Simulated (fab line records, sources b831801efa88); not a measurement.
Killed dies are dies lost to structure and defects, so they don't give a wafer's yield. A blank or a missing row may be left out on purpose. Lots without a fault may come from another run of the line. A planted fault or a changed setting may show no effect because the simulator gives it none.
A struck lot beside a sound one | flow gf180mcu | 15 steps out of a route of 602
Sound: wafers L549.2, L549.3, L549.4. Struck: wafer L558.5. (L558.1, L558.3 of the same lot were not struck and are left out.) The cause comes at the end.
At each step with rows: each side's tool, then ch and its chambers, then its first start. Under that, the readings that differ: sound wafers | struck wafers | difference of the means | sigmas: that difference in standard deviations of wafers without a fault.
alike: readings whose means differ by less than 2 such deviations, and words and numbers that are the same on both sides. not compared: withheld readings, readings that some wafer has no value for, bounds like >300 that may hide the same value, and numbers for which the record gives no deviation and whose values overlap.
The two part at a step that has a row with sigmas, a row that says differs or no value, or rows on one side only. Numbers that don't overlap but have no deviation are shown without sigmas and don't part them. A reading that every wafer of one side lacks parts them only if that side has two wafers or more.

GF_V1_CMP_04: polishes SiO2.
  sound on cmp-02 ch 1,2,3, day 18 18:56; struck on cmp-02 ch 1, day 21 18:24
  alike: motor_current_A, time_to_endpoint_s
GF_V1_BOW_MEAS_05:
  sound on film_metro-02, day 18 19:15; struck on film_metro-02, day 21 18:39
  alike: V1_BOW
then, 8 steps without rows for these wafers: GF_V1_DEHYDRATE_06 (time 60 s); GF_V1_HMDS_07 (prime time 60 s); GF_V1_COAT_08; GF_V1_COAT_09 (resist thk 1000 nm); GF_V1_SOFTBAKE_10 (time 58.15 s); GF_V1_EXPOSE_11 (exposes mask Via1, target cd 260 nm); GF_V1_PEB_12 (peb time 90 s); GF_V1_DEVELOP_13 (develop time 60 s).
GF_V1_CD_MEAS_14: target cd 260 nm.
  sound on cd_sem-01, day 19 19:30; struck on cd_sem-02, day 22 17:13
  reading    | sound             | struck | difference | sigmas
  cd_nm (nm) | 258.5 259.8 258.2 | 262.0  | +3.2       | +2
GF_V1_OVL_MEAS_15:
  sound on overlay-02, day 19 19:37; struck on overlay-02, day 22 17:20
  alike: V1_OVL
GF_V1_ETCH_16: etches BARC in N2/H2.
  sound on rie_diel-01 ch 2,3, day 19 19:38; struck on rie_diel-01 ch 3, day 22 17:23
  reading    | sound          | struck | difference | sigmas
  bias_w (W) | 99.8 99.8 99.8 | 104.1  | +4.3       | +14
  alike: drypump_motor_current_A, oes_product_au, throttle_valve_pct
GF_V1_ETCH_17: etches SiO2 in C4F8/O2/Ar, stops on TiN, target depth 630 nm.
  sound on rie_diel-01 ch 2,3; struck on rie_diel-01 ch 3
  alike: bias_w, oes_product_au
then, 1 step without rows for these wafers: GF_PASSIVATION_PROBE_99.

WHERE THEY PART
First at GF_V1_CD_MEAS_14; last, within this record, at GF_V1_ETCH_16. Later steps at which nothing parts them and some readings are alike: GF_V1_ETCH_17.

WHY: what the simulator had put in
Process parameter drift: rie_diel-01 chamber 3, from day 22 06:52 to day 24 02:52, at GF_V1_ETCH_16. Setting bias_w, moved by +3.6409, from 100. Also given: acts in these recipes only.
